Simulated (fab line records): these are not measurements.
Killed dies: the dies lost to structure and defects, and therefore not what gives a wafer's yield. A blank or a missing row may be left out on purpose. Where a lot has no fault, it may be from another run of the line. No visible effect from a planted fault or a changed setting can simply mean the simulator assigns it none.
One fault seen from 2 desks || flow gf180mcu || each desk holds nothing but its own numbers, with what lay behind them at the end

== TOOL OWNER'S DESK, wet bench-03 ==
The tool's own readings at GF_STI_WET_ETCH_26 (etches SiO2 in dHF, target depth 94 nm, time 188 s): means of the sampled wafers that have a number, for each lot that ran on this tool. Any lot whose mean is over 4 standard deviations away from the usual mean is out of limits and marked OUT; that distance is given in the brackets.
Columns: A = run length s at GF_STI_WET_ETCH_26, usual 215.1 s
{"lot": "L491", "first seen here": "day 2 15:01", "A": 220.0}
{"lot": "L502", "first seen here": "day 5 01:58", "A": "169.2 (-17) OUT"}
{"lot": "L503", "first seen here": "day 5 03:11", "A": "170.3 (-17) OUT"}
This desk finds L502, L503 out of limits, L502 being first, at day 5 01:58 (run length s at GF_STI_WET_ETCH_26). In limits: L491.

== METROLOGY DESK ==
What the gauges read, lot by lot, whatever tool the lot ran on: means of the sampled wafers that have a number. Any lot whose mean is over 4 standard deviations away from the usual mean is out of limits and marked OUT; that distance is given in the brackets.
Columns: A = STI_OXIDATION_01_THK at GF_STI_THK_MEAS_22, usual 15.00 nm; B = STI_CVD_23_THK at GF_STI_THK_MEAS_24, usual 648 nm; C = STI_OXIDATION_02_THK at GF_STI_THK_MEAS_30, usual 10.46 nm; D = DNWELL_TW at GF_DNWELL_TW_MEAS_09, usual 1357; E = NWELL_OVL at GF_NWELL_OVL_MEAS_07, usual 0.2 nm; F = NWELL_TW at GF_NWELL_TW_MEAS_11, usual 1569
{"lot": "L491", "first seen here": "day 2 14:23", "A": 15.05, "B": 644, "C": 10.41, "D": 1363, "E": -0.7, "F": 1566}
{"lot": "L498", "first seen here": "day 4 01:51", "A": 15.08, "B": 647, "C": 10.81, "D": 1377, "E": 0.3, "F": 1583}
{"lot": "L502", "first seen here": "day 5 01:28", "A": 15.28, "B": 645, "C": 10.59, "D": 1371, "E": 0.5, "F": 1549}
{"lot": "L503", "first seen here": "day 5 02:32", "A": 15.10, "B": 651, "C": 10.05, "D": 1376, "E": -1.8, "F": 1559}
{"lot": "L504", "first seen here": "day 5 10:09", "A": 15.16, "B": 643, "C": 10.17, "D": 1368, "E": 0.7, "F": 1562}
{"lot": "L509", "first seen here": "day 6 10:52", "A": 15.10, "B": 656, "C": 10.24, "D": 1352, "E": 1.4, "F": 1562}
Finding of this desk: none of the 6 lots has anything out of limits.

== PUT TOGETHER ==
On L502, L503, at day 5 01:58, an alarm was possible from the tool owner's desk.
Nothing out of limits was seen by the metrology desk.
The metrology desk holds a record of L502, L503, inside its limits.
The lots listed all ran GF_STI_WET_ETCH_26 on wet bench-03.

== WHAT HAD BEEN PUT IN BY THE SIMULATOR ==
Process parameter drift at GF_STI_WET_ETCH_26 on wet bench-03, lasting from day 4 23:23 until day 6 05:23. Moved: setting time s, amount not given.
Struck lots among those shown: L502, L503.
Each desk's first reading out of limits, in hours after the fault started: the tool owner's desk, 3.
